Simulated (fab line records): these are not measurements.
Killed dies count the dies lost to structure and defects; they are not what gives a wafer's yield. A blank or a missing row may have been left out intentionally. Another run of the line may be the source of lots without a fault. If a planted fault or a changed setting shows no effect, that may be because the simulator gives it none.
Matching of chambers ; flow gf180mcu ; GF_MIM_CVD_05 on pecvd-01 has 3 sister chambers
The step deposits Si3N4, target thk 42 nm, time 29.086 s. 3 wafers are shown with their chamber, then 7 later ones without.

## WAFERS, EACH WITH ITS CHAMBER
wafer;chamber;heater_power_w (W)
L076.4;0;531
L078.1;1;747
L078.3;2;672

## WAFERS WITH NO CHAMBER GIVEN
wafer;heater_power_w (W)
L078.4;512
L087.4;804
L087.5;787
L087.6;529
L088.2;700
L088.4;459
L088.5;712

## WHICH CHAMBER EACH WENT THROUGH
wafer;from the rows above;in truth
L078.4;0;0
L087.4;can't be placed: 1 or 2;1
L087.5;can't be placed: 1 or 2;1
L087.6;0;0
L088.2;can't be placed: 2 or 1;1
L088.4;0;0
L088.5;can't be placed: 1 or 2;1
Correct placement for 3 of the 7. Not placeable from these rows: 4 (in 4, the candidates include the true chamber). 0 placed wrongly.
How it was worked out, from the rows above alone: a wafer's distance from a chamber is the root of the sum, over the readings, of the square of ((its reading less the chamber's mean) divided by the reading's scatter). If the next closest chamber is less than 2 further off than the closest, the wafer can't be placed; otherwise it belongs to the closest. The mean given for a chamber averages the wafers shown for that chamber. The scatter: with one shown wafer a chamber, the root of the mean of the squares of how far each hidden wafer lies from its nearest shown one.
